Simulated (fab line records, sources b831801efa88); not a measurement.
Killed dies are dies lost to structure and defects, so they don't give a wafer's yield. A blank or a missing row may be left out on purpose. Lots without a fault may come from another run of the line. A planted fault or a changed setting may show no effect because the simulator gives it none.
Which tool did it? | flow sky130 | 13 lots, 39 wafers sampled, at 6 steps of a route of 708

WHAT THE GAUGES READ, wafer by wafer
SKY_NWELL_THK_MEAS_02. Usual: NWELL_OXIDATION_THK 10.03 nm, standard deviation 0.19.
lot  | measured    | on            | NWELL_OXIDATION_THK (nm) | flag
L161 | day 2 20:27 | film_metro-02 | 9.98 10.10 10.09         |
L163 | day 3 02:40 | film_metro-02 | 9.86 9.72 9.72           |
L166 | day 4 00:19 | film_metro-02 | 9.88 9.89 9.99           |
L165 | day 4 00:20 | film_metro-03 | 10.12 10.07 10.05        |
L167 | day 4 06:49 | film_metro-03 | 9.90 9.91 9.88           |
L172 | day 5 04:22 | film_metro-02 | 10.05 10.07 10.18        |
L176 | day 5 22:53 | film_metro-04 | 10.42 10.31 10.44        |
L177 | day 6 04:10 | film_metro-02 | 10.34 10.21 10.53        |
L178 | day 6 10:13 | film_metro-04 | 10.27 10.29 10.29        |
L180 | day 6 20:24 | film_metro-04 | 9.97 10.15 10.00         |
L181 | day 7 04:41 | film_metro-04 | 9.99 9.93 9.96           |
L182 | day 7 07:53 | film_metro-04 | 10.11 10.09 10.14        |
L183 | day 7 11:58 | film_metro-04 | 9.98 9.84 9.98           |

SKY_NWELL_OVL_MEAS_23. Usual: NWELL_01_OVL -1.2 nm, standard deviation 1.2.
lot  | measured     | on         | NWELL_01_OVL (nm) | flag
L161 | day 5 14:08  | overlay-01 | -0.4 -1.3 -0.5    |
L163 | day 5 21:26  | overlay-01 | -0.4 0.1 -1.7     |
L166 | day 6 23:53  | overlay-01 | -1.6 -0.8 -0.8    |
L165 | day 6 23:46  | overlay-02 | -2.0 -3.1 -4.4    |
L167 | day 7 06:58  | overlay-02 | 1.7 0.1 0.7       |
L172 | day 8 10:02  | overlay-02 | 0.9 -0.6 -0.6     |
L176 | day 9 08:30  | overlay-02 | -1.6 0.8 -1.3     |
L177 | day 9 13:51  | overlay-02 | -0.4 0.0 -0.6     |
L178 | day 9 21:03  | overlay-02 | -2.2 -3.6 -1.5    |
L180 | day 10 09:05 | overlay-01 | -0.4 -0.5 0.4     |
L181 | day 10 18:03 | overlay-01 | -0.5 0.8 -1.8     |
L182 | day 10 21:09 | overlay-02 | -1.6 -0.5 -1.7    |
L183 | day 11 03:12 | overlay-01 | -0.6 0.9 -1.5     |

SKY_NWELL_TW_MEAS_26. Usual: NWELL_2_TW 494.1, standard deviation 2.7.
lot  | measured     | on            | NWELL_2_TW        | flag
L161 | day 5 14:26  | film_metro-04 | 499.1 498.7 496.9 |
L163 | day 5 21:44  | film_metro-03 | 490.2 490.8 491.9 |
L166 | day 7 00:10  | film_metro-04 | 29.8 30.1 29.9    | OFF
L165 | day 7 00:04  | film_metro-03 | 494.3 498.0 491.9 |
L167 | day 7 07:14  | film_metro-04 | 494.9 498.4 492.4 |
L172 | day 8 10:20  | film_metro-03 | 489.9 493.7 490.6 |
L176 | day 9 08:47  | film_metro-04 | 500.2 496.9 498.8 |
L177 | day 9 14:08  | film_metro-03 | 492.1 493.6 492.3 |
L178 | day 9 21:20  | film_metro-02 | 494.4 493.9 492.8 |
L180 | day 10 09:22 | film_metro-02 | 493.1 492.7 493.5 |
L181 | day 10 18:20 | film_metro-04 | 496.6 495.3 496.9 |
L182 | day 10 21:26 | film_metro-04 | 494.4 493.5 497.1 |
L183 | day 11 03:29 | film_metro-02 | 493.1 496.1 495.1 |

SKY_VT_ADJUST_HVTP_CD_MEAS_07: target cd 380 nm. Usual: cd_nm 380.0 nm, standard deviation 2.8.
lot  | measured     | on        | cd_nm (nm)        | flag
L161 | day 6 09:20  | cd_sem-02 | 377.1 377.8 378.3 |
L163 | day 6 17:11  | cd_sem-01 | 378.6 375.4 380.4 |
L166 | day 7 20:33  | cd_sem-01 | 376.3 379.2 379.9 |
L165 | day 7 19:15  | cd_sem-01 | 384.5 384.3 383.6 |
L167 | day 8 03:47  | cd_sem-01 | 383.2 387.1 381.6 |
L172 | day 9 08:09  | cd_sem-02 | 379.1 377.4 375.3 |
L176 | day 10 06:38 | cd_sem-02 | 381.5 381.1 381.3 |
L177 | day 10 12:39 | cd_sem-01 | 377.2 377.4 377.6 |
L178 | day 10 20:12 | cd_sem-01 | 377.4 376.0 377.0 |
L180 | day 11 08:53 | cd_sem-02 | 377.6 380.2 379.1 |
L181 | day 11 17:34 | cd_sem-01 | 380.1 381.3 379.2 |
L182 | day 11 20:51 | cd_sem-01 | 376.4 376.4 378.0 |
L183 | day 12 03:38 | cd_sem-01 | 381.3 383.8 380.6 |

WHICH TOOL RAN EACH LOT (tool, then ch and the chambers of the sampled wafers, then the start)
lot  | SKY_NWELL_STRIP_14                   | SKY_NWELL_STRIP_25
L161 | plasma_asher-02 ch 0,1, day 4 20:17  | plasma_asher-01 ch 0,1, day 5 14:19
L163 | plasma_asher-01 ch 0, day 5 03:56    | plasma_asher-02 ch 1, day 5 21:37
L166 | plasma_asher-02 ch 0,1, day 6 04:47  | plasma_asher-04 ch 0,1, day 7 00:04
L165 | plasma_asher-04 ch 0,1, day 6 04:28  | plasma_asher-02 ch 0,1, day 6 23:58
L167 | plasma_asher-04 ch 0,1, day 6 12:14  | plasma_asher-04 ch 0,1, day 7 07:08
L172 | plasma_asher-01 ch 0,1, day 7 14:12  | plasma_asher-04 ch 0,1, day 8 10:15
L176 | plasma_asher-04 ch 0, day 8 10:52    | plasma_asher-02 ch 1, day 9 08:41
L177 | plasma_asher-02 ch 0,1, day 8 16:19  | plasma_asher-02 ch 0,1, day 9 14:02
L178 | plasma_asher-02 ch 0,1, day 9 00:01  | plasma_asher-04 ch 0,1, day 9 21:15
L180 | plasma_asher-02 ch 0,1, day 9 11:10  | plasma_asher-04 ch 0,1, day 10 09:16
L181 | plasma_asher-01 ch 0,1, day 9 19:43  | plasma_asher-04 ch 0,1, day 10 18:14
L182 | plasma_asher-04 ch 0,1, day 9 23:07  | plasma_asher-04 ch 0,1, day 10 21:20
L183 | plasma_asher-04 ch 0,1, day 10 05:01 | plasma_asher-01 ch 0,1, day 11 03:25
- SKY_NWELL_STRIP_14: strips in O2/N2.
- SKY_NWELL_STRIP_25: strips in O2/N2.

WHAT THE TOOLS THEMSELVES READ (means of the sampled wafers that have a number; where no wafer has one, the mark that the record gives instead)
SKY_NWELL_STRIP_14. Usual: chamber_pressure_mTorr 1499.8 mTorr, standard deviation 1.3; drypump_motor_current_A 5.7 A, standard deviation 0.49; oes_product_au 0.722 a.u., standard deviation 0.0046; strip_time_to_endpoint_s 36.97 s, standard deviation 0.081.
lot  | tool            | chamber_pressure_mTorr (mTorr) | drypump_motor_current_A (A) | oes_product_au (a.u.) | strip_time_to_endpoint_s (s) | flag
L161 | plasma_asher-02 | 1500.1                         | 5.4                         | 0.721                 | 37.03                        |
L163 | plasma_asher-01 | 1499.9                         | 6.2                         | 0.718                 | 37.04                        |
L166 | plasma_asher-02 | 1489.8                         | 5.4                         | 0.801                 | -                            | OFF
L165 | plasma_asher-04 | 1499.1                         | 5.5                         | 0.726                 | 36.92                        |
L167 | plasma_asher-04 | 1499.7                         | 5.5                         | 0.718                 | 37.04                        |
L172 | plasma_asher-01 | 1498.6                         | 6.3                         | 0.722                 | 36.93                        |
L176 | plasma_asher-04 | 1500.0                         | 5.4                         | 0.724                 | 36.89                        |
L177 | plasma_asher-02 | 1498.5                         | 5.4                         | 0.719                 | 36.97                        |
L178 | plasma_asher-02 | 1500.3                         | 5.4                         | 0.723                 | 36.96                        |
L180 | plasma_asher-02 | 1500.3                         | 5.2                         | 0.722                 | 37.01                        |
L181 | plasma_asher-01 | 1500.6                         | 6.3                         | 0.720                 | 37.05                        |
L182 | plasma_asher-04 | 1500.3                         | 5.6                         | 0.721                 | 37.03                        |
L183 | plasma_asher-04 | 1501.2                         | 5.5                         | 0.726                 | 37.04                        |

SKY_NWELL_STRIP_25. Usual: chamber_pressure_mTorr 1499.9 mTorr, standard deviation 1.5; drypump_motor_current_A 5.6 A, standard deviation 0.44; oes_product_au 0.722 a.u., standard deviation 0.0044; strip_time_to_endpoint_s 36.95 s, standard deviation 0.089.
lot  | tool            | chamber_pressure_mTorr (mTorr) | drypump_motor_current_A (A) | oes_product_au (a.u.) | strip_time_to_endpoint_s (s) | flag
L161 | plasma_asher-01 | 1500.5                         | 6.3                         | 0.728                 | 36.99                        |
L163 | plasma_asher-02 | 1498.1                         | 5.7                         | 0.721                 | 37.05                        |
L166 | plasma_asher-04 | 1500.5                         | 5.5                         | 0.731                 | 73.21                        | OFF
L165 | plasma_asher-02 | 1499.3                         | 5.1                         | 0.723                 | 36.96                        |
L167 | plasma_asher-04 | 1500.1                         | 5.5                         | 0.721                 | 36.86                        |
L172 | plasma_asher-04 | 1499.6                         | 5.5                         | 0.722                 | 36.99                        |
L176 | plasma_asher-02 | 1500.0                         | 5.7                         | 0.719                 | 37.03                        |
L177 | plasma_asher-02 | 1499.1                         | 5.4                         | 0.721                 | 37.13                        |
L178 | plasma_asher-04 | 1498.9                         | 5.5                         | 0.727                 | 36.89                        |
L180 | plasma_asher-04 | 1500.0                         | 5.5                         | 0.727                 | 37.06                        |
L181 | plasma_asher-04 | 1500.5                         | 5.5                         | 0.722                 | 36.98                        |
L182 | plasma_asher-04 | 1499.0                         | 5.5                         | 0.721                 | 36.95                        |
L183 | plasma_asher-01 | 1498.0                         | 6.3                         | 0.728                 | 36.91                        |

THE ANSWER, worked out from the rows above alone
Rule: a lot is off if the mean of its wafers that have a number lies more than 3 standard deviations from the usual mean. A lot without any number at a reading at which 4 lots or more have one is off too. The other lots that the step has rows for count as sound. The gauges are gone through in route order, then the tools' own readings, and for those a lot's mean is taken as printed above. The first step at which some lot is off is used, and at that step the reading that is off furthest; a lot without a number counts as furthest.
Off: L166, at SKY_NWELL_TW_MEAS_26 (NWELL_2_TW).
A tool fits if, at a process step before that reading, it ran every lot that is off, and no sound lot after the first of them. The gauges at SKY_NWELL_TW_MEAS_26 aren't tried: what is off there is off at SKY_NWELL_STRIP_14 too, on other tools, and a gauge's error can't cause that. None of those tried fits.

WHAT THE SIMULATOR HAD PUT IN
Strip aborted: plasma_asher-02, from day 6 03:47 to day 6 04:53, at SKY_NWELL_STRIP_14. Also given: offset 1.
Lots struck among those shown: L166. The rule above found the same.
